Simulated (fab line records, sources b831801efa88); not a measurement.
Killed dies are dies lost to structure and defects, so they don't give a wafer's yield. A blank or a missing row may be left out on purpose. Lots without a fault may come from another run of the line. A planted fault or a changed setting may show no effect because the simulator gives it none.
Split-lot experiment | flow sky130 | 5 lots, 23 wafers read, on a route of 708 steps

THE SPLIT
At SKY_LI_CONTACT_SPUTTER_19 (material Ti, target thk 20 nm, time 106.37 s), the setting time_s was moved away from the recipe's 106.37 s on 7 of the 23 wafers read, by +6.0% to +10.0%. The other wafers ran this setting at the recipe's value.

The reading is taken at the split's own step.

THE READING
Ti_of_LI_CONTACT_SPUTTER_19.thk_nm (the simulator's own value, which no gauge read), in nm, at SKY_LI_CONTACT_SPUTTER_19 (material Ti, target thk 20 nm, time 106.37 s). The file gives no usual value for it. The 16 wafers here that ran the recipe average 20.19 nm, standard deviation 0.4 nm.

wafer  | tool, chamber at the split | time_s as run, s | against the recipe | Ti_of_LI_CONTACT_SPUTTER_19.thk_nm, nm | against lot-mates on the recipe
L074.1 | pvd_sputter-03, -          | 114.9            | +8.0%              | 21.35                                  | +0.72
L074.2 | pvd_sputter-03, -          | 106.37           | recipe             | 20.54                                  | -
L074.3 | pvd_sputter-03, -          | 114.9            | +8.0%              | 21.74                                  | +1.11
L074.4 | pvd_sputter-03, -          | 114.9            | +8.0%              | 22.25                                  | +1.62
L074.6 | pvd_sputter-03, -          | 106.37           | recipe             | 20.72                                  | -
L075.1 | pvd_sputter-03, -          | 117              | +10.0%             | 23.03                                  | +2.30
L075.3 | pvd_sputter-03, -          | 117              | +10.0%             | 22.29                                  | +1.56
L075.4 | pvd_sputter-03, -          | 106.37           | recipe             | 20.87                                  | -
L075.5 | pvd_sputter-03, -          | 106.37           | recipe             | 21.01                                  | -
L075.6 | pvd_sputter-03, -          | 106.37           | recipe             | 20.3                                   | -
L076.1 | pvd_sputter-04, -          | 106.37           | recipe             | 19.92                                  | -
L076.2 | pvd_sputter-04, -          | 106.37           | recipe             | 19.67                                  | -
L076.3 | pvd_sputter-04, -          | 112.8            | +6.0%              | 21.13                                  | +1.26
L076.5 | pvd_sputter-04, -          | 106.37           | recipe             | 20.03                                  | -
L076.6 | pvd_sputter-04, -          | 112.8            | +6.0%              | 21.06                                  | +1.19
L077.1 | pvd_sputter-02, -          | 106.37           | recipe             | 20.3                                   | -
L077.2 | pvd_sputter-02, -          | 106.37           | recipe             | 19.85                                  | -
L077.3 | pvd_sputter-02, -          | 106.37           | recipe             | 19.84                                  | -
L077.4 | pvd_sputter-02, -          | 106.37           | recipe             | 20.33                                  | -
L077.6 | pvd_sputter-02, -          | 106.37           | recipe             | 20.04                                  | -
L081.1 | pvd_sputter-04, -          | 106.37           | recipe             | 19.97                                  | -
L081.2 | pvd_sputter-04, -          | 106.37           | recipe             | 19.91                                  | -
L081.3 | pvd_sputter-04, -          | 106.37           | recipe             | 19.77                                  | -

THE FIT
A straight line over all 23 wafers: Ti_of_LI_CONTACT_SPUTTER_19.thk_nm changes by +0.214 nm for each +1% of time_s; r = +0.89; the points scatter about the line by 0.42 nm.
The same after taking each lot's own level away (the mean of its wafers on the recipe; 23 wafers): +0.174 nm for each +1%; r = +0.93; scatter 0.28 nm.
On that fit, the largest move of time_s shifts the reading by 1.7 nm.
The lots' own levels span 19.873 to 20.727 nm, that is 2.2 times the standard deviation above.
So the lot-to-lot level changes the slope: the two fits differ.
Check: with one of the wafers moved furthest among these (+10.0%) left out of the fit, the line predicts +1.58 nm for it against its lot-mates. It came out at +2.3 nm against them.

OTHER SPLITS ON THESE WAFERS
These wafers also went through other splits before the reading. Each is held against what the fit with the lots' levels taken away leaves over:
other split on the same wafers      | wafers away from the commonest value | r with Ti_of_LI_CONTACT_SPUTTER_19.thk_nm (lot level and that fit taken away)
SKY_SD_P_DEVELOP_06 develop_time_s  | 8                                    | -0.03
SKY_RES_XHIGH_COAT_02 resist_thk_nm | 7                                    | +0.21
SKY_SD_N_DEVELOP_06 develop_time_s  | 6                                    | +0.03
SKY_LI_CONTACT_HDPCVD_00 time_s     | 7                                    | +0.10
SKY_LI_CONTACT_EXPOSE_09 dose_mj    | 7                                    | +0.45

THE FILE'S OWN FIT
Ti_of_LI_CONTACT_SPUTTER_19.thk_nm changes by +0.179 nm for each +1% of time_s, r = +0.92.
